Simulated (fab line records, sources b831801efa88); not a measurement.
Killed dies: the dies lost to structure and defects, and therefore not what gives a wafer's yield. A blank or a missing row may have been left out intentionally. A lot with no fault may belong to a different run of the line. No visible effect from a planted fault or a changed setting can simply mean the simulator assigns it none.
A sampling plan put to the test | flow gf180mcu | each of the 13 faults these records tell of, on one fab line, judged from the records of the lots it struck
The line's own looks make up the plan; these are the steps of the route where a gauge or inspection reads the wafer and leaves it unchanged. Where struck wafers have a number at a look and the file lists that look's usual mean and standard deviation on fault-free wafers, the look can be judged. Caught: a look later than the fault's first step finds the struck wafers' mean 4 or more of those standard deviations (sigma) from the usual mean. On the tool: the identical test, applied to the tool's own readings at the steps of the fault. A different recipe on the struck wafers counts as caught too, as does a record blank only for those wafers.

THE FAULTS, as the simulator had put them in
1. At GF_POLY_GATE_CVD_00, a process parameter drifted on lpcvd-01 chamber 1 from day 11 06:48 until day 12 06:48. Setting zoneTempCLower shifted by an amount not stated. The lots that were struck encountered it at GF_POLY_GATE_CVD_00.
2. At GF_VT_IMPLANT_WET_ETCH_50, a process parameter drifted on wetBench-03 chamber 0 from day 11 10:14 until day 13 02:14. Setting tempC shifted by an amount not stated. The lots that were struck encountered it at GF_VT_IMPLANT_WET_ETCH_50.
3. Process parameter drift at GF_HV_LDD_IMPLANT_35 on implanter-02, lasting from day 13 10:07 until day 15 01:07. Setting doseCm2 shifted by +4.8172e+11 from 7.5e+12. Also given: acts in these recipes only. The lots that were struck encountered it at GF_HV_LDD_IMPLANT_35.
4. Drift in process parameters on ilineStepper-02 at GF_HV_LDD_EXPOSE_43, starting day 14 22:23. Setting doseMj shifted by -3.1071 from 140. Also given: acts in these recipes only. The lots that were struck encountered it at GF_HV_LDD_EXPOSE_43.
5. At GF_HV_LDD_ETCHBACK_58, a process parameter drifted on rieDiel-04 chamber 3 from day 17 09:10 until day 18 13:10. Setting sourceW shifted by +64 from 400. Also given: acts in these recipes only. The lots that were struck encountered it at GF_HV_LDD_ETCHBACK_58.
6. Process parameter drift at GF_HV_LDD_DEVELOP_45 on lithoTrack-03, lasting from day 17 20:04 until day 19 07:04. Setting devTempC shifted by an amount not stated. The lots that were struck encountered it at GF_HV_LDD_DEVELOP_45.
7. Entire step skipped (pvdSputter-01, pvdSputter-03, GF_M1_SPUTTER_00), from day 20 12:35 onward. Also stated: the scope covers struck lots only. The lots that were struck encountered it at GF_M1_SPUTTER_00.
8. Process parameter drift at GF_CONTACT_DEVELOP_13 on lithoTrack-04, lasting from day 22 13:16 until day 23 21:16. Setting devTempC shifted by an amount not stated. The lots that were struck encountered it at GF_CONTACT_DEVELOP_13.
9. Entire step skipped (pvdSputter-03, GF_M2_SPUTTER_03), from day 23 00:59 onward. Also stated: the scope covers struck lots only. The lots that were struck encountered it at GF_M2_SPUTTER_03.
10. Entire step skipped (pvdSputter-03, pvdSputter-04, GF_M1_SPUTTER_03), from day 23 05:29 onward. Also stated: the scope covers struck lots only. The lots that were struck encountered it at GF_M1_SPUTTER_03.
11. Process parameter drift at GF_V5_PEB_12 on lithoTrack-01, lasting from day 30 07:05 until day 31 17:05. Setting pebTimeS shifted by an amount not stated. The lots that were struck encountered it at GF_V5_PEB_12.
12. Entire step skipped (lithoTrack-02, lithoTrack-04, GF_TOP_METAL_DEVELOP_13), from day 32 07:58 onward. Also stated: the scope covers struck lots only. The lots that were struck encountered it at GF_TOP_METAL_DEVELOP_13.
13. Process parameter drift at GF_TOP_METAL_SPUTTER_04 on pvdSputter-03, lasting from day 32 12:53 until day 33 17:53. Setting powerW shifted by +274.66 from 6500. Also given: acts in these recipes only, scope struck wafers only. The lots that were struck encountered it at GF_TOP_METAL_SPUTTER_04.

WHAT THE PLAN SAW
fault | on the tool itself                               | first look that catches it                   | reading, sigma | median hours from its first step to that look | hours from the fault's start to the first struck lot there | judged looks passed uncaught
1     | spikeTcLowerC +51 sigma                          | not the one look that can be judged after it | -              | -                                             | -                                                          | 1
2     | tempC -4.5 sigma                                 | no look after it can be judged               | -              | -                                             | -                                                          | 0
3     | doseIonsCm2 +52 sigma                            | not the one look that can be judged after it | -              | -                                             | -                                                          | 1
4     | exposureDoseMJCm2 -22 sigma                      | no look after it can be judged               | -              | -                                             | -                                                          | 0
5     | rfFwdPowerW +47 sigma                            | not the one look that can be judged after it | -              | -                                             | -                                                          | 1
6     | developerTempC +6.0 sigma                        | no look after it can be judged               | -              | -                                             | -                                                          | 0
7     | the tool's record is blank for the struck wafers | no look after it can be judged               | -              | -                                             | -                                                          | 0
8     | developerTempC +21 sigma                         | not the one look that can be judged after it | -              | -                                             | -                                                          | 1
9     | the tool's record is blank for the struck wafers | no look after it can be judged               | -              | -                                             | -                                                          | 0
10    | the tool's record is blank for the struck wafers | not the one look that can be judged after it | -              | -                                             | -                                                          | 1
11    | heaterPowerTotalW +33 sigma                      | no look after it can be judged               | -              | -                                             | -                                                          | 0
12    | the tool's record is blank for the struck wafers | no look after it can be judged               | -              | -                                             | -                                                          | 0
13    | cathodeDcPowerW +99 or beyond sigma              | no look after it can be judged               | -              | -                                             | -                                                          | 0
A dash: the fault isn't caught, or these records don't give the number.

Caught at a look: 0 of 13. Caught on the tool: 13 of 13. By one or the other: 13 of 13.
Faults caught by the tool alone: 1, 2, 3, 4, 5, 6, 7, 8, 9, 10, 11, 12, 13.
